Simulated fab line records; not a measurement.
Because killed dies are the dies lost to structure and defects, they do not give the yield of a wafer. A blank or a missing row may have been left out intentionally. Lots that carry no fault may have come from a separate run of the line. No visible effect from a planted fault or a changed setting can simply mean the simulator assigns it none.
Which tool was responsible?	flow sky130	34 wafers from 12 lots sampled at 5 of the route's 708 steps

WHAT THE GAUGES READ, wafer by wafer
SKY_PWDE_TW_MEAS_10.
lot	measured	on	PWDE_TW
L239	day 4 02:05	filmMetro-02	378.1 377.3 375.3
L240	day 4 06:17	filmMetro-02	377.8 376.1 376.8
L241	day 4 14:45	filmMetro-02	378.0 375.9 376.9
L245	day 5 12:12	filmMetro-01	370.7 370.1 372.3
L247	day 5 20:43	filmMetro-02	371.3 368.3
L249	day 6 07:56	filmMetro-03	366.9 376.2
L254	day 7 12:27	filmMetro-03	374.6 373.9 374.6
L255	day 7 18:49	filmMetro-03	374.9 373.5 373.6
L260	day 8 22:26	filmMetro-02	374.7 375.5 375.3
L259	day 8 23:06	filmMetro-03	375.9 374.6 376.8
L261	day 9 03:30	filmMetro-01	373.0 374.1 371.0
L262	day 9 07:46	filmMetro-02	375.2 374.2 375.1

SKY_NWELL_RS_MEAS_31: uses a four-point probe to measure.
lot	measured	on	PWDE_RS (ohm/sq)
L239	day 5 15:19	filmMetro-03	5285 5290 5295
L240	day 5 19:28	filmMetro-03	5277 5289 5269
L241	day 6 04:58	filmMetro-01	5265 5269 5262
L245	day 7 03:51	filmMetro-01	5266 5256 5274
L247	day 7 12:34	filmMetro-02	5579 5589 5578 5584
L249	day 8 01:16	filmMetro-02	5582 5264 5599 5256
L254	day 9 08:53	filmMetro-02	5249 5267 5271
L255	day 9 15:08	filmMetro-02	5288 5286 5296
L260	day 10 19:35	filmMetro-01	5276 5260 5280
L259	day 10 20:34	filmMetro-03	5290 5319 5311
L261	day 11 01:23	filmMetro-02	5270 5270 5286
L262	day 11 05:37	filmMetro-03	5276 5278 5297

SKY_LDD_LDN_OVL_MEAS_07.
lot	measured	on	LDD_LDN_OVL (nm)
L239	day 23 13:57	overlay-01	-0.1 0.1 -0.7
L240	day 24 06:17	overlay-01	-2.5 -2.2 -0.8
L241	day 24 23:40	overlay-01	-1.7 -1.1 -1.5
L245	day 25 23:23	overlay-01	-0.4 -1.0 1.2
L247	day 26 07:50	overlay-02	2.8 0.5
L249	day 27 03:29	overlay-01	-2.5 -1.6
L254	day 28 20:06	overlay-01	0.1 1.8 1.4
L255	day 29 02:34	overlay-02	2.3 2.7 1.1
L260	day 30 16:47	overlay-02	-1.1 0.6 -1.4
L259	day 30 15:43	overlay-01	-2.6 -2.6 -0.9
L261	day 31 00:28	overlay-02	2.0 -0.1 1.4
L262	day 31 02:35	overlay-02	0.0 1.8 0.5

WHAT TOOL EACH LOT RAN ON (gives the tool, then ch and the chambers of the sampled wafers, and finally the start)
lot	SKY_PWDE_IMPLANT_08	SKY_VT_ADJUST_HVTP_DEHYDRATE_00
L239	implanter-04 ch 0, day 4 01:51	lithoTrack-04 ch 0, day 6 00:19
L240	implanter-04 ch 0, day 4 06:02	lithoTrack-01 ch 0, day 6 05:02
L241	implanter-04 ch 0, day 4 14:30	lithoTrack-02 ch 0, day 6 14:01
L245	implanter-04 ch 0, day 5 11:57	lithoTrack-01 ch 0, day 7 13:38
L247	implanter-04 ch 0, day 5 20:29	lithoTrack-04 ch 0, day 7 23:34
L249	implanter-04 ch 0, day 6 07:42	lithoTrack-04 ch 0, day 8 11:25
L254	implanter-03 ch 0, day 7 12:14	lithoTrack-02 ch 0, day 9 19:22
L255	implanter-03 ch 0, day 7 18:35	lithoTrack-01 ch 0, day 10 02:06
L260	implanter-02 ch 0, day 8 22:11	lithoTrack-02 ch 0, day 11 06:34
L259	implanter-04 ch 0, day 8 22:53	lithoTrack-04 ch 0, day 11 07:14
L261	implanter-04 ch 0, day 9 03:15	lithoTrack-04 ch 0, day 11 13:05
L262	implanter-04 ch 0, day 9 07:33	lithoTrack-01 ch 0, day 11 17:20
- SKY_PWDE_IMPLANT_08
- SKY_VT_ADJUST_HVTP_DEHYDRATE_00: time 60 s.

WHAT THE TOOLS THEMSELVES READ (means of the sampled wafers that have a number; where no wafer has one, the mark that the record gives instead)
The record holds no such reading with a usual standard deviation.

THE ANSWER, worked out from the rows above alone
Rule: usual is defined by the lots themselves. Put in order of their means at a reading, lots are off if they are a third of the lots or fewer, leave a main group of 4 or more, and stand apart from it by a gap of 3 or more times the standard deviation of the main group's means; of several such gaps the widest counts. A main group is skipped when, at the precision printed for the reading in the tables above, its means are all equal. A lot without any number at a reading at which 4 lots or more have one is off too. Any other lot the step has rows for is counted as sound. Order of review: gauges by route order, followed by the tools' own readings, for which a lot's mean as printed above is used. At the first step where some lot is off, the reading lying furthest off is the one used; lots without a number count as furthest.
Off: L247, L249, at SKY_NWELL_RS_MEAS_31 (PWDE_RS). Main group: mean 5279 ohm/sq, sd 13.
If a tool, at a process step before that reading, ran all the lots that are off and no sound lot after the first of them, it fits. The gauges at SKY_NWELL_RS_MEAS_31 are tried like those tools. Not one of the candidates tried fits.

WHAT HAD BEEN PUT IN BY THE SIMULATOR
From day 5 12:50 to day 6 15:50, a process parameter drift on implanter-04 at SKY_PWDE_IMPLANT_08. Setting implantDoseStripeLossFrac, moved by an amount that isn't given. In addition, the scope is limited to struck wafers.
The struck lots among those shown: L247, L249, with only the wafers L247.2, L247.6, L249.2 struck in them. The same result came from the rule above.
